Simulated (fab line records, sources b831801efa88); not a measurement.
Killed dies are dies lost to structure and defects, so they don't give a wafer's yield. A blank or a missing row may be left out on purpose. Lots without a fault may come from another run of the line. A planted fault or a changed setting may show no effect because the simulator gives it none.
Which tool did it? | flow sky130 | 12 lots, 36 wafers sampled, at 2 steps of a route of 708

WHAT THE GAUGES READ, wafer by wafer
SKY_CONTACT_CD_MEAS_14: target cd 170 nm.
lot  | measured     | on        | cd_nm (nm)
L075 | day 31 12:35 | cd_sem-01 | 172.4 172.9 172.9
L077 | day 32 11:51 | cd_sem-01 | 171.6 171.4 171.8
L079 | day 33 16:14 | cd_sem-01 | 171.9 172.1 171.8
L081 | day 33 19:06 | cd_sem-02 | 169.1 169.0 169.5
L083 | day 34 14:06 | cd_sem-01 | 171.6 170.8 171.7
L085 | day 34 23:48 | cd_sem-01 | 170.9 171.2 171.6
L087 | day 35 18:08 | cd_sem-02 | 166.9 165.7 166.3
L089 | day 36 06:51 | cd_sem-02 | 168.8 169.8 168.4
L091 | day 37 03:47 | cd_sem-01 | 169.8 170.8 171.0
L092 | day 38 00:13 | cd_sem-01 | 169.8 170.1 169.8
L094 | day 38 03:55 | cd_sem-01 | 172.1 171.6 171.6
L097 | day 38 18:51 | cd_sem-01 | 167.0 169.2 166.1

WHICH TOOL RAN EACH LOT (tool, then ch and the chambers of the sampled wafers, then the start)
lot  | SKY_LDD_LDN_STRIP_12
L075 | plasma_asher-03 ch 0,1, day 22 19:53
L077 | plasma_asher-02 ch 0,1, day 23 20:28
L079 | plasma_asher-02 ch 0, day 24 15:35
L081 | plasma_asher-02 ch 0,1, day 25 10:47
L083 | plasma_asher-03 ch 0,1, day 26 07:38
L085 | plasma_asher-01 ch 0,1, day 26 17:01
L087 | plasma_asher-01 ch 0,1, day 27 12:44
L089 | plasma_asher-02 ch 0,1, day 28 05:23
L091 | plasma_asher-02 ch 0,1, day 29 02:52
L092 | plasma_asher-02 ch 0, day 29 20:08
L094 | plasma_asher-03 ch 0,1, day 30 05:50
L097 | plasma_asher-03 ch 0,1, day 30 22:26
- SKY_LDD_LDN_STRIP_12: strips in O2/N2.

THE ANSWER, worked out from the rows above alone
Rule: what is usual is taken from the lots themselves. Put in order of their means at a reading, lots are off if they are a third of the lots or fewer, leave a main group of 4 or more, and stand apart from it by a gap of 3 or more times the standard deviation of the main group's means; of several such gaps the widest counts. A main group whose means are all the same, to the digits that the tables above print for the reading, isn't used. A lot without any number at a reading at which 4 lots or more have one is off too. The other lots that the step has rows for count as sound.
No lot is off at any reading shown: from this, nothing can be told.

WHAT THE SIMULATOR HAD PUT IN
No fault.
